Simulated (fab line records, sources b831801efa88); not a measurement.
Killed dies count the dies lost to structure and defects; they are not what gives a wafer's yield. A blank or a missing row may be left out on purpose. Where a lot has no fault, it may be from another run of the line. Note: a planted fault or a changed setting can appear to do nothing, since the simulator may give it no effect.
Chamber matching -- flow gf180mcu -- 4 sister chambers for GF_V4_ETCH_16 on rie-diel-03
The step etches BARC in N2/H2. 18 wafers are shown with their chamber, then 9 later ones without.

## WAFERS PAIRED WITH THEIR CHAMBERS
wafer,chamber,drypump-motor-current-A (A),oes-product-au (a.u.),bias-w (W)
L077.2,0,6.4,0.853,100.7
L077.3,3,6.0,0.848,100.0
L077.5,2,4.7,0.860,100.5
L079.4,0,6.4,0.857,99.9
L079.5,2,4.7,0.843,99.9
L079.6,3,6.0,0.851,99.8
L081.1,0,6.4,0.859,99.6
L081.2,1,6.3,0.860,100.5
L081.6,1,6.3,0.855,100.2
L086.1,3,6.0,0.854,100.2
L086.2,2,4.7,0.845,99.8
L086.6,1,6.3,0.854,99.9
L088.1,0,6.4,0.849,100.1
L088.3,3,6.1,0.843,99.9
L088.5,1,6.3,0.862,100.3
L089.2,2,4.7,0.858,99.7
L089.4,0,6.4,0.862,100.4
L089.5,1,6.3,0.858,100.2

SIGNATURES (means of the wafers above)
reading,chamber 0,chamber 1,chamber 2,chamber 3,scatter within a chamber
drypump-motor-current-A,6.400,6.300,4.700,6.025,0.0231
oes-product-au,0.85600,0.85780,0.85150,0.84900,0.00563
bias-w,100.140,100.220,99.975,99.975,0.316
Rule: distance of a wafer from a chamber = root of the sum over the readings of ((wafer's reading minus chamber's mean) / reading's scatter) squared. If the next closest chamber is less than 2 further off than the closest, the wafer can't be placed; otherwise it belongs to the closest. The scatter: the root of (the sum of the squares of (reading less its chamber's mean) over the shown wafers, divided by (wafers less chambers)).

## WAFERS WITH NO CHAMBER GIVEN
wafer,drypump-motor-current-A (A),oes-product-au (a.u.),bias-w (W)
L095.1,6.4,0.854,100.5
L095.2,6.3,0.854,100.0
L095.3,6.0,0.859,100.3
L095.4,4.7,0.855,100.2
L095.5,6.3,0.859,100.5
L095.6,4.7,0.857,100.5
L096.2,6.4,0.855,99.7
L096.4,6.0,0.856,99.7
L096.5,6.0,0.858,99.8

## CHAMBER TAKEN BY EACH
wafer,from the rows above,in truth
L095.1,0,0
L095.2,1,1
L095.3,3,3
L095.4,2,2
L095.5,1,1
L095.6,2,2
L096.2,0,0
L096.4,3,3
L096.5,3,3
Correctly placed: 9 of 9. Can't be placed from these rows: 0. Wrongly placed: 0.
